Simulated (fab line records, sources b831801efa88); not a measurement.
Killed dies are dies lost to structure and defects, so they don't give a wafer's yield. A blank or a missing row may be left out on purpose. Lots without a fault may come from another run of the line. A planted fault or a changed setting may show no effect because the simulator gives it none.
One fault seen from 2 desks | flow sky130 | each desk has only its own numbers; what lay behind them comes last

THE TOOL OWNER'S DESK: pvd_sputter-04
The tool's own readings at SKY_METAL5_SPUTTER_02 (material AlCu, target thk 1150 nm, time 61.2 s): means of the sampled wafers that have a number, for each lot that ran on this tool. A lot is out of limits, marked OUT, if its mean lies more than 4 standard deviations from the usual mean; the brackets give that distance.
Columns: A = cathode_dc_power_W at SKY_METAL5_SPUTTER_02, usual 10600 W; B = throttle_valve_pct at SKY_METAL5_SPUTTER_02, usual 30.0 %
lot  | first seen here | A     | B
L762 | day 44 11:56    | 10599 | 29.8
L764 | day 44 20:03    | 10600 | 29.9
L767 | day 45 22:22    | 10600 | 30.1
L770 | day 46 17:01    | 10602 | 29.1
L771 | day 46 23:05    | 10599 | 29.6
L777 | day 48 05:53    | 10601 | 29.8
This desk's finding: nothing out of limits on any of the 6 lots.

THE METROLOGY DESK
What the gauges read, lot by lot, whatever tool the lot ran on: means of the sampled wafers that have a number. A lot is out of limits, marked OUT, if its mean lies more than 4 standard deviations from the usual mean; the brackets give that distance.
Columns: A = cd_nm at SKY_METAL4_CD_MEAS_13, usual 300.2 nm; B = METAL5_ALCU_RS at SKY_METAL5_RS_MEAS_05, usual 0.02698 ohm/sq; C = METAL5_ALCU_THK at SKY_METAL5_THK_MEAS_06, usual 1171 nm
lot  | first seen here | A     | B                  | C
L757 | day 41 22:29    | 302.6 | 0.02672            | 1187
L758 | day 42 04:51    | 298.6 | 0.02689            | 1158
L762 | day 43 10:23    | 299.5 | 0.02694            | 1153
L764 | day 43 18:57    | 298.4 | 0.02698            | 1154
L765 | day 44 07:01    | 301.4 | 0.02685            | 1188
L766 | day 44 14:16    | 300.0 | 0.02676            | 1184
L767 | day 44 22:11    | 300.8 | 0.02690            | 1171
L769 | day 45 04:23    | 302.0 | 0.02691            | 1158
L770 | day 45 17:32    | 298.4 | 0.02584 (-5.2) OUT | 1228 (+4.1) OUT
L771 | day 45 23:29    | 299.1 | 0.02606 (-4.2) OUT | 1219
L777 | day 47 08:31    | 299.6 | 0.02643            | 1202
This desk's finding: out of limits on L770, L771; first on L770, day 46 17:08 (METAL5_ALCU_RS at SKY_METAL5_RS_MEAS_05). In limits: L757, L758, L762, L764, L765, L766, L767, L769, L777.

PUT TOGETHER
The metrology desk could have raised an alarm at day 46 17:08, on L770, L771.
The tool owner's desk saw nothing out of limits.
The tool owner's desk has L770, L771 on record, within its limits.
Of the lots named, all ran SKY_METAL5_SPUTTER_02 on pvd_sputter-04.

WHAT THE SIMULATOR HAD PUT IN
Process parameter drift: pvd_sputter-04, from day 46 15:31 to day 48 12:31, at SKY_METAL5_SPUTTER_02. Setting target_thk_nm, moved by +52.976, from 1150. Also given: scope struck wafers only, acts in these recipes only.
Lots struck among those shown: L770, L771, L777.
Hours from the fault's start to each desk's first reading out of limits: the metrology desk, 2.
